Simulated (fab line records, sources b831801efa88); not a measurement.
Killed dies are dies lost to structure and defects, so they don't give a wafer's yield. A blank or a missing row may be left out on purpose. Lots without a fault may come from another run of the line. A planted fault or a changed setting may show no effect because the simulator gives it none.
fab line records | flow sky130
record lots=6 wafers=18 last_day=51
route steps=708 shown LOCAL_INTERCONNECT@388 PAD_OPEN@708
lots that met no fault: from a run of the same line without faults
start_h: hours from the record's first day to the start of the lot's first wafer shown | wait_h: hours since the lot's step before | " the same as in the row above | L1.1+2: a row that stands for several wafers | - no value, or no start given | * or withheld: withheld | < > ~ a bound
route shown NAME@n: a module of which the file shows steps, and the number in the route of the first | usual: mean/standard deviation of fault-free wafers | same: alike in all rows | chamber/n: place in a boat | sites: the reading at each site | _std_site: their standard deviation | _edge_site: outer sites' mean less inner sites' | radius_mm: how far each site lies from the wafer's centre | mask NAME#n: copy n | behind: the tool/chamber that last shaped the wafer | hold: why the lot was held/for how many hours/how that ended | device: the transistor (n, p or np) that didn't switch | end of line: the same wafers' tests at the end of the route | a step without rows: its recipe alone | killed: dies lost to structure and defects at the first sort, not the wafer's yield | map: a wafer's dies, x killed, . not, _ none there
set.NAME: the setting as run; set.NAME@STEP: as run at that earlier step | model.NAME: the simulator's own value behind a step, which no gauge read
lots at some steps of the route; a table a step, a row a wafer
services: from which hour (start_h, from the record's first day; less than 0 if before it) a tool's chamber was out of use, for how many hours, and why
## steps
# step SKY_LOCAL_INTERCONNECT_RS_MEAS_01
# recipe thk_meas_gauge=four-point-probe reads=TiN_of_LOCAL_INTERCONNECT_SPUTTER_00
# usual LOCAL_INTERCONNECT_TIN_RS=14.07/0.16
# columns lot.wafer tool chamber start_h wait_h LOCAL_INTERCONNECT_TIN_RS[ohm/sq]
L506.1 film_metro-03 - 665.39 0.0 14.32
L506.4 " - " " 14.30
L506.6 " - " " 14.16
L507.2 film_metro-01 - 686.92 0.1 13.81
L507.4 " - " " 13.84
L507.5 " - " " 13.78
L521.1 film_metro-04 - 795.37 0.0 14.22
L521.2 " - " " 14.19
L521.6 " - " " 14.35
L525.3 film_metro-03 - 822.30 0.1 13.88
L525.5 " - " " 14.06
L525.6 " - " " 13.83
L528.3 film_metro-01 - 847.70 0.1 14.25
L528.4 " - " " 14.12
L528.6 " - " " 14.12
L529.1 film_metro-01 - 877.21 0.0 13.90
L529.4 " - " " 14.07
L529.6 " - " " 14.04
# step SKY_LOCAL_INTERCONNECT_THK_MEAS_02
# recipe thk_meas_gauge=xrf reads=TiN_of_LOCAL_INTERCONNECT_SPUTTER_00
# usual LOCAL_INTERCONNECT_TIN_THK=100.9/1.2
# columns lot.wafer tool chamber start_h wait_h LOCAL_INTERCONNECT_TIN_THK[nm]
L506.1 film_metro-03 - 665.51 0.1 99.6
L506.4 " - " " 99.8
L506.6 " - " " 100.7
L507.2 film_metro-01 - 687.03 0.1 103.1
L507.4 " - " " 102.8
L507.5 " - " " 102.5
L521.1 film_metro-04 - 795.49 0.1 100.3
L521.2 " - " " 100.4
L521.6 " - " " 99.0
L525.3 film_metro-03 - 822.40 0.1 102.1
L525.5 " - " " 100.6
L525.6 " - " " 102.4
L528.3 film_metro-01 - 847.80 0.1 99.0
L528.4 " - " " 99.6
L528.6 " - " " 100.2
L529.1 film_metro-01 - 877.33 0.1 101.4
L529.4 " - " " 100.8
L529.6 " - " " 100.9
# step SKY_LOCAL_INTERCONNECT_DEHYDRATE_03
# recipe temp_c=200 time_s=60
# step SKY_LOCAL_INTERCONNECT_HMDS_04
# recipe prime_time_s=60 prime_temp_c=120
# step SKY_LOCAL_INTERCONNECT_COAT_05
# recipe resist=BARC temp_c=withheld time_s=withheld spin_rpm=3000 resist_thk_nm=60
# step SKY_LOCAL_INTERCONNECT_COAT_06
# recipe resist=KrF-thick spin_rpm=3000 resist_thk_nm=450
# step SKY_LOCAL_INTERCONNECT_SOFTBAKE_07
# recipe temp_c=100 time_s=90 resist=KrF-thick
# step SKY_LOCAL_INTERCONNECT_EXPOSE_08
# recipe mask_id=LI1M na=0.8 source_shape=annular sigma_inner=0.55 sigma_outer=0.85 target_cd_nm=170 dose_mj=28
# step SKY_LOCAL_INTERCONNECT_PEB_09
# recipe peb_temp_c=withheld peb_time_s=withheld resist=KrF-thick
# step SKY_LOCAL_INTERCONNECT_DEVELOP_10
# recipe develop_time_s=60 resist=KrF-thick dev_temp_c=21
# step SKY_LOCAL_INTERCONNECT_CD_MEAS_11
# recipe target_cd_nm=170
# usual cd_nm=169.8/1.7
# columns lot.wafer tool chamber start_h wait_h cd_nm
L506.1 cd_sem-02 - 693.71 - 169.6
L506.4 " - " " 168.3
L506.6 " - " " 170.2
L507.2 cd_sem-01 - 714.03 - 170.9
L507.4 " - " " 169.7
L507.5 " - " " 173.2
L521.1 cd_sem-02 - 822.02 - 170.0
L521.2 " - " " 169.5
L521.6 " - " " 170.3
L525.3 cd_sem-02 - 848.70 - 170.5
L525.5 " - " " 170.5
L525.6 " - " " 169.4
L528.3 cd_sem-02 - 873.45 - 171.6
L528.4 " - " " 170.9
L528.6 " - " " 171.8
L529.1 cd_sem-02 - 902.07 - 171.6
L529.4 " - " " 171.7
L529.6 " - " " 171.5
# step SKY_LOCAL_INTERCONNECT_OVL_MEAS_12
# usual LOCAL_INTERCONNECT_OVL=-3/4.5
# columns lot.wafer tool chamber start_h wait_h LOCAL_INTERCONNECT_OVL[nm]
L506.1 overlay-01 - 693.83 0.1 -4
L506.4 " - " " 11
L506.6 " - " " 2
L507.2 overlay-02 - 714.13 0.1 4
L507.4 " - " " 1
L507.5 " - " " 0
L521.1 overlay-01 - 822.14 0.1 -8
L521.2 " - " " -4
L521.6 " - " " 3
L525.3 overlay-02 - 848.79 0.1 6
L525.5 " - " " -6
L525.6 " - " " -1
L528.3 overlay-02 - 873.54 0.1 -4
L528.4 " - " " -2
L528.6 " - " " -3
L529.1 overlay-02 - 902.19 0.1 -6
L529.4 " - " " -1
L529.6 " - " " 5
# step SKY_LOCAL_INTERCONNECT_ETCH_13
# recipe chemistry=N2/H2 target=BARC ion_energy_ev=200 bias_w=100 pressure_mtorr=30 n2_flow_sccm=100 h2_flow_sccm=200 icp_w=500 stop_on=SiO2 time_s=45.9 target_depth_a=600
# usual chamber_pressure_mTorr=30.00/0.03 drypump_motor_current_A=5.8/0.42 oes_product_au=0.855/0.0044 run_length_s=74.2/0.54 throttle_valve_pct=13.225/0.0093
# columns lot.wafer tool chamber start_h wait_h chamber_pressure_mTorr drypump_motor_current_A oes_product_au rf_hours_counter_h run_length_s throttle_valve_pct model.KrF-thick_of_LOCAL_INTERCONNECT_COAT_06.thk_nm model.LOCAL_INTERCONNECT.cd_nm model.SiO2_of_SONOS_ONO_CVD_04.thk_nm
L506.1 rie_metal-02 1 693.86 0.0 30.02 5.1 0.859 15 74.2 13.222 392.9 168.6 4.135
L506.4 " 1 " " 29.95 5.1 0.858 - 74.1 13.231 394.5 167.6 4.248
L506.6 " 0 " " 29.95 5.3 0.850 - 74.2 13.228 392.2 170.4 4.087
L507.2 rie_metal-04 1 714.18 0.0 29.99 6.3 0.855 - 74.5 13.234 391.9 170.4 4.065
L507.4 " 1 " " 30.02 6.3 0.849 - 74.7 13.226 389.7 169.4 4.122
L507.5 " 1 " " 30.02 6.3 0.858 - 74.6 13.224 390.8 172.4 4.083
L521.1 rie_metal-04 0 822.18 0.0 29.96 6.1 0.663 4 104.5 13.215 360.6 163.2 2.671
L521.2 " 1 " " 29.98 6.3 0.662 15 105.6 13.201 360.1 162.6 2.597
L521.6 " 1 " " 29.97 6.3 0.657 - 105.9 13.211 361.3 163.7 2.602
L525.3 rie_metal-04 1 848.83 0.0 29.98 6.2 0.662 - 105.6 13.201 363 164 2.482
L525.5 " 1 " " 29.97 6.3 0.667 - 105.7 13.218 363.1 164.2 2.477
L525.6 " 0 " " 29.99 6.1 0.667 - 104.1 13.211 362.5 162.8 2.526
L528.3 rie_metal-01 0 873.58 0.0 29.98 5.7 0.852 - 73.2 13.225 394.3 171.6 3.966
L528.4 " 1 " " 29.99 6.1 0.856 - 74.5 13.222 394.7 170.5 4.074
L528.6 " 1 " " 29.98 6.1 0.853 - 74.1 13.219 394.9 171.6 4.092
L529.1 rie_metal-02 1 902.23 0.0 30.02 5.1 0.853 7 74.3 13.218 392.3 170.8 3.957
L529.4 " 1 " " 29.97 5.1 0.862 - 74.1 13.206 391.6 170.2 3.929
L529.6 " 0 " " 30.00 5.3 0.858 - 74.5 13.215 392.9 171.3 3.95
# step SKY_LOCAL_INTERCONNECT_METAL_ETCH_14
# recipe target_depth_nm=110 stop_on=PSG chemistry=Cl2/BCl3 target=TiN resist_sidewall_deg=88 pressure_mtorr=10 icp_w=900 bias_w=48.5 Cl2_flow_sccm=60 bcl3_flow_sccm=30 time_s=31.4
# usual bcl3_flow_sccm=30.01/0.096 chamber_pressure_mTorr=10.000/0.009 drypump_motor_current_A=5.8/0.42 oes_product_au=0.943/0.007 run_length_s=59.7/0.56 throttle_valve_pct=21.899/0.0098
# columns lot.wafer tool chamber start_h wait_h bcl3_flow_sccm chamber_pressure_mTorr drypump_motor_current_A oes_product_au rf_hours_counter_h run_length_s throttle_valve_pct model.KrF-thick_of_LOCAL_INTERCONNECT_COAT_06.thk_nm model.LOCAL_INTERCONNECT.cd_nm
L506.1 rie_metal-02 1 693.93 0.0 29.90 9.986 5.1 0.932 15 60.3 21.923 350.4 169.2
L506.4 " 1 " " 30.12 10.018 5.1 0.934 - 59.5 21.899 352 168.2
L506.6 " 0 " " 30.06 10.019 5.3 0.934 - 60.1 21.894 349.2 170.1
L507.2 rie_metal-04 1 714.31 0.1 30.12 10.002 6.3 0.951 - 60.3 21.885 346.7 169.9
L507.4 " 1 " " 30.15 9.992 6.3 0.949 - 60.3 21.903 344.5 168.6
L507.5 " 1 " " 29.98 9.986 6.3 0.954 - 60.2 21.885 345.5 172.4
L521.1 rie_metal-04 0 822.24 0.0 30.10 10.018 6.1 0.942 4 59.2 21.904 316.1 165.1
L521.2 " 1 " " 29.99 9.999 6.2 0.938 15 60.1 21.894 315.6 161.5
L521.6 " 1 " " 29.98 9.992 6.3 0.933 - 60.5 21.890 316.3 163.1
L525.3 rie_metal-04 1 848.89 0.0 29.96 10.000 6.3 0.941 - 60.3 21.891 318.7 162.8
L525.5 " 1 " " 29.99 10.007 6.3 0.939 - 60.1 21.885 318.4 163.2
L525.6 " 0 " " 30.09 10.012 6.1 0.951 - 58.9 21.899 318.2 164.2
L528.3 rie_metal-01 0 873.64 0.0 29.89 9.993 5.7 0.939 - 58.8 21.919 350.7 171
L528.4 " 1 " " 30.01 10.003 6.1 0.934 - 59.7 21.905 351.7 170.1
L528.6 " 1 " " 29.93 10.009 6.1 0.942 - 59.8 21.916 351.9 171.3
L529.1 rie_metal-02 1 902.29 0.0 30.02 9.982 5.1 0.947 7 59.5 21.908 347.6 170.8
L529.4 " 1 " " 30.06 9.994 5.1 0.945 - 59.5 21.918 346.6 170.3
L529.6 " 0 " " 29.95 9.994 5.3 0.941 - 59.9 21.910 348.9 170.8
# step SKY_LOCAL_INTERCONNECT_STRIP_15
# recipe chemistry=O2/N2 power_w=1400 pressure_mtorr=1500 platen_temp_c=withheld o2_flow_sccm=3000 n2_flow_sccm=300 overash_fraction=0.5
# usual chamber_pressure_mTorr=1500.0/1.4 drypump_motor_current_A=5.9/0.37 o2_flow_sccm=3001/8.7 oes_product_au=0.426/0.0045 strip_time_to_endpoint_s=4.721/0.024
# columns lot.wafer tool chamber start_h wait_h chamber_pressure_mTorr drypump_motor_current_A o2_flow_sccm oes_product_au rf_hours_counter_h strip_time_to_endpoint_s
L506.1 plasma_asher-04 0 693.98 0.0 1499.5 5.9 2999 0.429 102 4.737
L506.4 " 1 " " 1498.1 5.3 2999 0.433 - 4.742
L506.6 " 0 " " 1503.4 5.9 2996 0.426 - 4.719
L507.2 plasma_asher-01 1 714.39 0.1 1501.3 6.3 3002 0.424 29 4.712
L507.4 " 0 " " 1499.5 5.5 3019 0.422 - 4.693
L507.5 " 1 " " 1500.9 6.3 3008 0.428 - 4.683
L521.1 plasma_asher-03 1 822.29 0.0 1497.1 5.6 3015 0.408 101 4.393
L521.2 " 0 " " 1500.7 6.3 2995 0.409 101 4.379
L521.6 " 0 " " 1497.3 6.3 3003 0.418 - 4.385
L525.3 plasma_asher-01 1 848.96 0.1 1501.2 6.3 2987 0.411 - 4.404
L525.5 " 1 " " 1501.3 6.3 3006 0.415 - 4.404
L525.6 " 0 " " 1502.6 5.5 2989 0.417 - 4.409
L528.3 plasma_asher-01 0 873.71 0.1 1501.4 5.6 2999 0.430 - 4.727
L528.4 " 1 " " 1499.0 6.3 3004 0.423 - 4.756
L528.6 " 1 " " 1502.2 6.3 3016 0.426 - 4.764
L529.1 plasma_asher-03 1 902.35 0.0 1499.6 5.6 3009 0.422 110 4.702
L529.4 " 0 " " 1499.9 6.3 2997 0.433 - 4.682
L529.6 " 0 " " 1502.5 6.3 3002 0.435 - 4.724
# step SKY_LOCAL_INTERCONNECT_STRIP_16
# recipe chemistry=post_etch_residue_remover time_s=1200 temp_c=72.5
# step SKY_PAD_OPEN_PROBE_99
# usual killed_at_M0_to_M3=43/6.4 killed_at_M4_up=3.2/1.8 killed_at_contacts=25/5.8 killed_at_front_end=16/4.1 killed_at_other=0.2/0.47 killed_dies=88/9.9 killed_open=47/7.3 killed_short=40/7.1
# same gross_dies=492 killed_at_back_side=0
# columns lot.wafer tool chamber start_h wait_h killed_at_M0_to_M3 killed_at_M4_up killed_at_contacts killed_at_front_end killed_at_other killed_dies killed_open killed_short model.etest.res_li.line_ohm_um
L506.1 prober-01 - 1067.76 0.1 39 3 28 9 0 79 44 35 76.77
L506.4 prober-01 - 1067.91 0.2 39 2 20 13 0 74 38 36 77.38
L506.6 prober-01 - 1068.01 0.2 44 2 25 15 1 87 43 44 75.09
L507.2 prober-02 - 1076.96 0.1 50 5 25 17 0 97 50 47 73.58
L507.4 prober-02 - 1077.06 0.2 46 1 34 15 1 97 55 41 74.38
L507.5 prober-02 - 1077.11 0.2 43 3 23 11 0 80 48 32 72.93
L521.1 prober-02 - 1156.46 0.1 47 3 33 15 0 98 56 40 78.14
L521.2 prober-02 - 1156.51 0.1 34 6 33 17 0 90 42 45 79.54
L521.6 prober-02 - 1156.71 0.2 50 3 24 15 1 93 42 51 79.99
L525.3 prober-02 - 1181.70 0.2 33 5 20 19 0 77 39 38 77.57
L525.5 prober-02 - 1181.80 0.2 45 9 19 14 0 87 36 51 78.19
L525.6 prober-02 - 1181.85 0.2 53 0 18 15 1 87 58 29 76.13
L528.3 prober-01 - 1191.32 0.2 39 3 26 10 0 78 45 33 75.35
L528.4 prober-01 - 1191.37 0.2 44 4 31 10 0 89 59 30 75.82
L528.6 prober-01 - 1191.47 0.2 47 4 31 16 0 98 53 45 74.81
L529.1 prober-02 - 1214.47 0.1 54 8 25 14 0 101 55 46 74.02
L529.4 prober-02 - 1214.62 0.2 47 6 32 12 0 97 48 49 74.66
L529.6 prober-02 - 1214.72 0.2 43 4 25 19 0 91 39 52 74.4
# killed by level:class
L506.1 CONTACT:geometric_particle:open=13 VIA1:geometric_particle:open=7 LI_CONTACT:geometric_particle:open=6 METAL1:geometric_particle:short=6 VIA2:geometric_particle:open=6 FIELD_ISO:geometric_particle:short=4 CONTACT:geometric_particle:short=4 VIA1:geometric_particle:short=4
L506.4 LI_CONTACT:geometric_particle:open=7 VIA1:geometric_particle:open=7 METAL2:geometric_particle:short=6 CONTACT:geometric_particle:open=5 METAL1:geometric_particle:short=5 VIA2:geometric_particle:open=5 VIA1:geometric_particle:short=4 CONTACT:geometric_particle:short=4
L506.6 VIA1:geometric_particle:open=9 CONTACT:geometric_particle:open=8 LOCAL_INTERCONNECT:geometric_particle:short=7 VIA2:geometric_particle:open=7 CONTACT:geometric_particle:short=5 VIA3:geometric_particle:open=5 FIELD_ISO:geometric_particle:short=4 POLY_GATE:geometric_particle:short=4
L507.2 VIA1:geometric_particle:open=13 METAL2:geometric_particle:short=8 VIA2:geometric_particle:short=7 LI_CONTACT:geometric_particle:open=7 CONTACT:geometric_particle:open=7 FIELD_ISO:geometric_particle:open=5 CONTACT:geometric_particle:short=5 FIELD_ISO:geometric_particle:short=4
L507.4 CONTACT:geometric_particle:open=12 VIA2:geometric_particle:open=11 LI_CONTACT:geometric_particle:open=8 VIA1:geometric_particle:open=8 CONTACT:geometric_particle:short=6 VIA3:geometric_particle:open=6 FIELD_ISO:geometric_particle:open=5 FIELD_ISO:geometric_particle:short=5
L507.5 CONTACT:geometric_particle:open=12 VIA1:geometric_particle:open=12 VIA2:geometric_particle:open=7 VIA1:geometric_particle:short=6 METAL2:geometric_particle:short=6 LI_CONTACT:geometric_particle:open=5 FIELD_ISO:geometric_particle:short=3 POLY_GATE:geometric_particle:short=3
L521.1 LI_CONTACT:geometric_particle:open=11 CONTACT:geometric_particle:open=9 VIA2:geometric_particle:open=9 METAL1:geometric_particle:short=6 VIA3:geometric_particle:open=6 VIA1:geometric_particle:open=5 VIA1:geometric_particle:short=5 METAL3:geometric_particle:short=5
L521.2 VIA1:geometric_particle:open=12 CONTACT:geometric_particle:open=10 LOCAL_INTERCONNECT:geometric_particle:short=7 CONTACT:geometric_particle:short=6 METAL4:geometric_particle:short=6 FIELD_ISO:geometric_particle:open=5 LI_CONTACT:geometric_particle:open=4 VIA1:geometric_particle:short=4
L521.6 VIA1:geometric_particle:open=10 CONTACT:geometric_particle:open=10 VIA1:geometric_particle:short=8 METAL2:geometric_particle:short=8 LOCAL_INTERCONNECT:geometric_particle:short=7 VIA2:geometric_particle:open=6 VIA3:geometric_particle:short=6 VIA2:geometric_particle:short=5
L525.3 VIA1:geometric_particle:open=11 FIELD_ISO:geometric_particle:short=7 METAL4:geometric_particle:short=5 LOCAL_INTERCONNECT:geometric_particle:short=5 CONTACT:geometric_particle:open=5 CONTACT:geometric_particle:short=5 VIA3:geometric_particle:open=5 POLY_GATE:geometric_particle:short=4
L525.5 CONTACT:geometric_particle:open=11 METAL1:geometric_particle:short=8 METAL2:geometric_particle:short=8 METAL3:geometric_particle:short=7 FIELD_ISO:geometric_particle:short=6 VIA1:geometric_particle:open=6 VIA2:geometric_particle:short=6 METAL4:geometric_particle:short=5
L525.6 VIA1:geometric_particle:open=16 CONTACT:geometric_particle:open=10 VIA3:geometric_particle:open=9 FIELD_ISO:geometric_particle:open=7 VIA2:geometric_particle:open=7 METAL1:geometric_particle:short=5 VIA1:geometric_particle:short=4 METAL2:geometric_particle:short=4
L528.3 LI_CONTACT:geometric_particle:open=11 CONTACT:geometric_particle:open=9 METAL1:geometric_particle:short=6 METAL2:geometric_particle:short=6 VIA3:geometric_particle:open=6 VIA1:geometric_particle:open=5 VIA2:geometric_particle:open=5 VIA1:geometric_particle:short=4
L528.4 CONTACT:geometric_particle:open=15 VIA2:geometric_particle:open=12 LI_CONTACT:geometric_particle:open=8 VIA3:geometric_particle:open=7 VIA1:geometric_particle:open=6 LOCAL_INTERCONNECT:geometric_particle:short=4 METAL1:geometric_particle:short=4 METAL2:geometric_particle:short=4
L528.6 VIA2:geometric_particle:open=12 LOCAL_INTERCONNECT:geometric_particle:short=9 CONTACT:geometric_particle:open=9 LI_CONTACT:geometric_particle:open=7 VIA1:geometric_particle:open=7 VIA1:geometric_particle:short=6 METAL3:geometric_particle:short=6 VIA3:geometric_particle:open=5
L529.1 VIA1:geometric_particle:open=14 CONTACT:geometric_particle:open=9 CONTACT:geometric_particle:short=6 METAL1:geometric_particle:short=6 VIA2:geometric_particle:open=6 VIA3:geometric_particle:open=5 VIA1:geometric_particle:short=5 VIA3:geometric_particle:short=5
L529.4 VIA1:geometric_particle:open=10 LI_CONTACT:geometric_particle:open=9 VIA2:geometric_particle:open=7 CONTACT:geometric_particle:open=7 CONTACT:geometric_particle:short=7 VIA1:geometric_particle:short=7 VIA3:geometric_particle:open=7 LI_CONTACT:geometric_particle:short=6
L529.6 VIA1:geometric_particle:open=11 VIA1:geometric_particle:short=9 LI_CONTACT:geometric_particle:open=9 METAL1:geometric_particle:short=8 FIELD_ISO:geometric_particle:short=7 POLY_GATE:geometric_particle:short=6 LOCAL_INTERCONNECT:geometric_particle:short=5 CONTACT:geometric_particle:open=5
## services
# columns tool chamber start_h hours kind
plasma_asher-03 - 695.32 1.9 repair
rie_metal-04 0 696.48 - clean
rie_metal-04 0 696.48 19.6 scheduled_down
rie_metal-04 0 696.48 19.6 vent_cycle
rie_metal-02 1 707.26 - clean
rie_metal-02 1 707.26 17.5 scheduled_down
rie_metal-02 1 707.26 17.5 vent_cycle
plasma_asher-04 - 733.75 9.0 pm
plasma_asher-04 0 733.75 9.0 vent_cycle
plasma_asher-04 1 733.75 9.0 vent_cycle
rie_metal-02 - 760.79 2.8 pm
plasma_asher-03 - 791.60 4.0 repair
plasma_asher-04 - 817.53 14.6 pm
rie_metal-04 0 822.93 5.7 repair
rie_metal-04 - 825.52 2.4 repair
plasma_asher-04 - 838.07 0.9 repair
rie_metal-04 - 869.15 0.3 repair
rie_metal-04 1 879.61 - clean
rie_metal-04 1 879.61 15.7 scheduled_down
rie_metal-04 1 879.61 15.7 vent_cycle
rie_metal-01 0 895.36 - clean
rie_metal-01 0 895.36 17.0 scheduled_down
rie_metal-01 0 895.36 17.0 vent_cycle
plasma_asher-04 - 900.02 9.3 repair
## key
first_sign step=SKY_LOCAL_INTERCONNECT_ETCH_13 reading=run_length_s direction=up sigmas=57 usual=* struck=*
effect step=SKY_LOCAL_INTERCONNECT_ETCH_13 reading=oes_product_au direction=down sigmas=44 usual=0.855 struck=0.663
effect step=SKY_LOCAL_INTERCONNECT_STRIP_15 reading=strip_time_to_endpoint_s direction=down sigmas=14 usual=* struck=* through=*
model_effect step=SKY_LOCAL_INTERCONNECT_ETCH_13 value=KrF-thick_of_LOCAL_INTERCONNECT_COAT_06.thk_nm without=391.3 struck=361.8
model_effect step=SKY_LOCAL_INTERCONNECT_METAL_ETCH_14 value=KrF-thick_of_LOCAL_INTERCONNECT_COAT_06.thk_nm without=346.8 struck=317.2
model_effect step=SKY_PAD_OPEN_PROBE_99 value=etest.res_li.line_ohm_um without=75.84 struck=78.26
met_at SKY_LOCAL_INTERCONNECT_ETCH_13
struck_wafers L521.1,L521.2,L521.6,L525.3,L525.5,L525.6
tester_left_out L521,L525
loop_trim step=SKY_LOCAL_INTERCONNECT_EXPOSE_08 setting=dose lots=L521,L525
onset_between 714.18 822.18
fault kind=process_parameter_drift tool=rie_metal-04 chamber=- onset_h=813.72 steps=SKY_LOCAL_INTERCONNECT_ETCH_13 channel=time_s offset=* shape=step end_h=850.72 acts_in=* stated=*
# tester_left_out: of these lots the tester's yield and bins aren't shown, on N5 and GAA mostly nor the transistor test; their killed dies are dies lost to structure and defects alone, not to doping, threshold or leakage, so they don't give the yield
# loop_trim: a control loop set the setting to another value than it would have without faults
